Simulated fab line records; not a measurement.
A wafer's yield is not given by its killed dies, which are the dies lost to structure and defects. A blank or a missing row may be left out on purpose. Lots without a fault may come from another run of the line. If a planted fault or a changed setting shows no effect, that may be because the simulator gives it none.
8D (eight disciplines) problem report, filled in by code / flow sky130 / the parts of the form that need people (team, actions taken, sign-off) are left out

== 1. THE PROBLEM ==
SD_N_RS at SKY_SD_N_RS_MEAS_16 reads a mean of 71.73 ohm/sq on 6 wafers of 2 lots; wafers without a fault read 68.62 ohm/sq with a standard deviation of 0.11. Measured from the usual mean, that is +28 standard deviations.
The step: measures by four-point-probe.
Earliest sighting: wafer L214.1 on film metro-01 at day 32 19:38. Wafers with a number at this step in the record: 39, from 13 lots. Rule for "out", or "out of limits": more than 4 standard deviations from the usual mean. Any other wafer with a number is counted as sound.

== 2. WHAT THIS IS AND IS NOT ==
question=which readings at this step | is=SD_N_RS | is not=-
question=which lots | is=L214, L216 | is not=L200, L201, L202, L204, L205, L206, L208, L210, L219, L221, L223
question=which wafers of those lots | is=all that have a number | is not=-
question=read on which gauges | is=film metro-01, film metro-03 | is not=film metro-02
question=when | is=from day 32 19:38 | is not=up to then (24 sound wafers); but 9 sound wafers of L219, L221, L223 came after

== 3. THE SUSPECTS, EACH WITH WHAT RULES IT OUT ==
Counting: a tool stays on the suspect list if, at a process step up to the reading, it processed all lots that are out and no sound lot following the first of them.
- the gauge at SKY_SD_N_RS_MEAS_16: ruled out. The wafers that are out were read on 2 gauges (film metro-01, film metro-03).
- rtp anneal-02 at SKY_SD_N_RTA_14 (time 2 s): kept. It processed each lot that is out, first L214 at day 32 19:28, and no sound lot thereafter; up to then, the last sound lot it processed was L210 at day 31 22:52. On those wafers its own readings are out: lamp power pct, wafer_temp_C_max.
Remaining after the count: rtp anneal-02 at SKY_SD_N_RTA_14.

== 4. THE CAUSE (what the simulator had put in) ==
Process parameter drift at SKY_SD_N_RTA_14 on rtp anneal-02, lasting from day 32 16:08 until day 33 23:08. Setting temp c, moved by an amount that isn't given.
Counting left only this tool.

== 5. THE CHAIN OF EFFECTS, in route order ==
Rows list readings where the struck wafers' mean (over those with a number) sits beyond 3 standard deviations from the usual. Readings are gone through only where the record gives a usual standard deviation; hours: the median, over the lots, of the time from a lot's start at the first step in this table giving one to that lot's start at this step; sigmas: the change measured in usual standard deviations.
hours=0; step=SKY_SD_N_RTA_14; reading=lamp power pct; usual=15.74 %; on struck wafers=15.32; change=-0.42; sigmas=-8.1
hours=0; step=SKY_SD_N_RTA_14; reading=wafer_temp_C_max; usual=1077.9; on struck wafers=1057.8; change=-20.2; sigmas=-17
hours=0; step=SKY_SD_N_RS_MEAS_16; reading=SD_N_RS; usual=68.62 ohm/sq; on struck wafers=71.73; change=+3.11; sigmas=+28
hours=0; step=SKY_SD_N_RS_MEAS_17; reading=SD_P_RS; usual=147.3 ohm/sq; on struck wafers=165.4; change=+18.1; sigmas=+50
Its process steps:
- SKY_SD_N_RTA_14: time 2 s.
Later steps that measure or inspect, where all struck wafers having a row at the step show a number for every such reading and not one has moved that far: SKY_LI_CONTACT_OVL_MEAS_13.

== 6. HOW IT WOULD HAVE BEEN CAUGHT EARLIER ==
The first out-of-limits reading at a measuring or inspecting step in this record came at day 32 19:38, 4 hours after the fault's start at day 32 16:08.
At SKY_SD_N_RTA_14, the tool's own readings (lamp power pct, wafer_temp_C_max) were out on each struck wafer the step has a row for, so an alarm limit on them would have fired on the first such wafer.
Lots out: 2; of these, L216 started SKY_SD_N_RTA_14 on rtp anneal-02 after day 32 19:38. A tool hold placed at that time would have kept it from harm.
